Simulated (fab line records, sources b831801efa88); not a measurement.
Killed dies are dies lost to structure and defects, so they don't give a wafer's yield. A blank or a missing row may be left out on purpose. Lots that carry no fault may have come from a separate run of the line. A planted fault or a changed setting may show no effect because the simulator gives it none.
A struck lot beside a sound one | flow gf180mcu | 16 out of 602 route steps
Sound: the wafers L888.3, L888.4, L888.5. Wafers L881.3, L881.4, L881.6 were the ones struck. The cause is named last.
Per side, at each step with rows, come the tool, then ch with its chambers, and then its first start. Under that, the readings that differ: sound wafers | struck wafers | difference of the means | sigmas: that difference in standard deviations of wafers without a fault.
alike: same words and numbers on both sides, and readings whose means sit less than 2 such deviations apart. not compared: any withheld reading, any reading some wafer has no value for, any bound like >300 that may hide the same value, and any number with overlapping values for which the record gives no deviation.
A row with sigmas, a row that says differs or no value, or rows on one side alone: a step with any of these is where the two part. Numbers that don't overlap but have no deviation are shown without sigmas and don't part them. A reading missing from all wafers of one side parts the sides only when that side holds two or more wafers.

first, 4 steps without rows for these wafers: GF_M1_SOFTBAKE_10 (time 60 s); GF_M1_EXPOSE_11 (exposes mask Metal1, target cd 230 nm); GF_M1_PEB_12 (peb time 90 s); GF_M1_DEVELOP_13 (develop time 60 s).
GF_M1_CD_MEAS_14: target cd 230 nm.
  sound on cd-sem-02 at day 23 06:56; struck on cd-sem-01 at day 20 16:41
  alike: cd-nm
GF_M1_OVL_MEAS_15:
  sound on overlay-02 at day 23 07:02; struck on overlay-02 at day 20 16:47
  reading     | sound | struck  | difference | sigmas
  M1_OVL (nm) | 7 1 5 | -7 -9 0 | -10        | -2
GF_M1_METAL_ETCH_16: etches the open film in Cl2/BCl3, stops on SiO2, target depth 750.8 nm, time 125.1 s.
  sound on rie-metal-02 ch 0,1, day 23 07:06; struck on rie-metal-04 ch 0, day 20 16:53
  alike: drypump-motor-current-A, oes-product-au, throttle-valve-pct
  not compared: rf-hours-counter-h
GF_M1_STRIP_17: strips in O2/N2.
  sound on plasma-asher-02 ch 0,1, day 23 07:13; struck on plasma-asher-01 ch 0,1, day 20 17:06
  alike: drypump-motor-current-A, heater-power-w, oes-product-au, strip-time-to-endpoint-s
  not compared: rf-hours-counter-h
then, 3 steps without rows for these wafers: GF_M1_STRIP_18 (strips in post etch residue remover, time 1200 s); GF_M1_CLEAN_19 (cleans in DIW); GF_V1_CVD_00 (deposits SiO2, target thk 600 nm, time 100 s).
GF_V1_THK_MEAS_01:
  sound on film-metro-03 at day 23 07:49; struck on film-metro-01 at day 20 17:43
  alike: V1_CVD_00_THK
GF_V1_CVD_02: deposits SiO2 from TEOS, target thk 850 nm, time 94.851 s.
  sound on pecvd-01 ch 0,1,2, day 23 07:51; struck on pecvd-04 ch 0,1,2, day 20 17:46
  reading                             | sound             | struck            | difference | sigmas
  run-length-s (s)                    | 122.8 121.9 122.9 | 127.8 126.9 126.3 | +4.5       | +8
  model.SiO2_of_V1_CVD_02.thk-nm (nm) | 848.2 867.2 853.6 | 906.8 888.4 910.8 | +45.7      |
  alike: heater-power-w
GF_V1_THK_MEAS_03:
  sound on film-metro-01 at day 23 07:56; struck on film-metro-02 at day 20 17:51
  reading            | sound       | struck      | difference | sigmas
  V1_CVD_02_THK (nm) | 847 867 854 | 906 888 911 | +46        | +3
GF_V1_CMP_04: polishes SiO2.
  sound on cmp-02 ch 0,1,3, day 23 08:05; struck on cmp-01 ch 0,2, day 20 17:56
  reading                | sound    | struck     | difference | sigmas
  time-to-endpoint-s (s) | 79 92 80 | 102 90 106 | +16        | +2
  alike: head-pressure-psi, motor-current-A, retaining-ring-pressure-frac
GF_PASSIVATION_PROBE_99:
  the record has rows for the sound wafers here (prober-01, day 33 16:05) and none for the struck ones

WHERE THEY PART
At GF_M1_OVL_MEAS_15 first; at GF_PASSIVATION_PROBE_99 last (within this record only).

WHY: what had been put in by the simulator
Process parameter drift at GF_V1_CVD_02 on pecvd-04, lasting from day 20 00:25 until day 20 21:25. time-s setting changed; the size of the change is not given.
